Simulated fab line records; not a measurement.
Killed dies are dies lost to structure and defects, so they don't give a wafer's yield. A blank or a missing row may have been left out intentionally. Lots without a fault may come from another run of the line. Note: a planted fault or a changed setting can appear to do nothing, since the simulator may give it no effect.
What tool caused it? | flow gf180mcu | 7 lots (21 wafers sampled), 1 step of a 602-step route

## WHAT EACH GAUGE READ, for each wafer
GF_HV_LDD_CD_MEAS_31: target cd 400 nm.
lot  | measured     | on        | cd-nm (nm)
L492 | day 11 11:43 | cd-sem-02 | 401.2 398.8 400.7
L494 | day 12 10:36 | cd-sem-01 | 400.5 400.8 400.5
L496 | day 12 22:54 | cd-sem-01 | 400.8 398.8 399.3
L502 | day 14 17:43 | cd-sem-01 | 401.2 400.0 402.8
L507 | day 17 03:25 | cd-sem-01 | 400.1 401.0 401.7
L509 | day 17 13:15 | cd-sem-02 | 402.6 401.8 404.1
L513 | day 18 19:50 | cd-sem-01 | 401.1 402.6 403.0

## EACH LOT AND THE TOOL THAT RAN IT (in order: tool; ch and the chambers of the sampled wafers; start)
The record holds no process step before these readings.

## THE ANSWER, worked out from the rows above alone
Rule: the lots themselves supply what counts as usual. The widest of any qualifying gaps counts: lots, ordered by their means at a reading, are off when they make up no more than a third of the lots, leave a main group of 4 or more, and stand apart from it by 3 or more times the standard deviation of that group's means. A main group is skipped when, at the precision printed for the reading in the tables above, its means are all equal. A lot without any number at a reading at which 4 lots or more have one is off too. Any other lot the step has rows for is counted as sound.
Across all readings shown, no lot is off: no conclusion can be drawn from this.

## WHAT WAS PUT IN BY THE SIMULATOR
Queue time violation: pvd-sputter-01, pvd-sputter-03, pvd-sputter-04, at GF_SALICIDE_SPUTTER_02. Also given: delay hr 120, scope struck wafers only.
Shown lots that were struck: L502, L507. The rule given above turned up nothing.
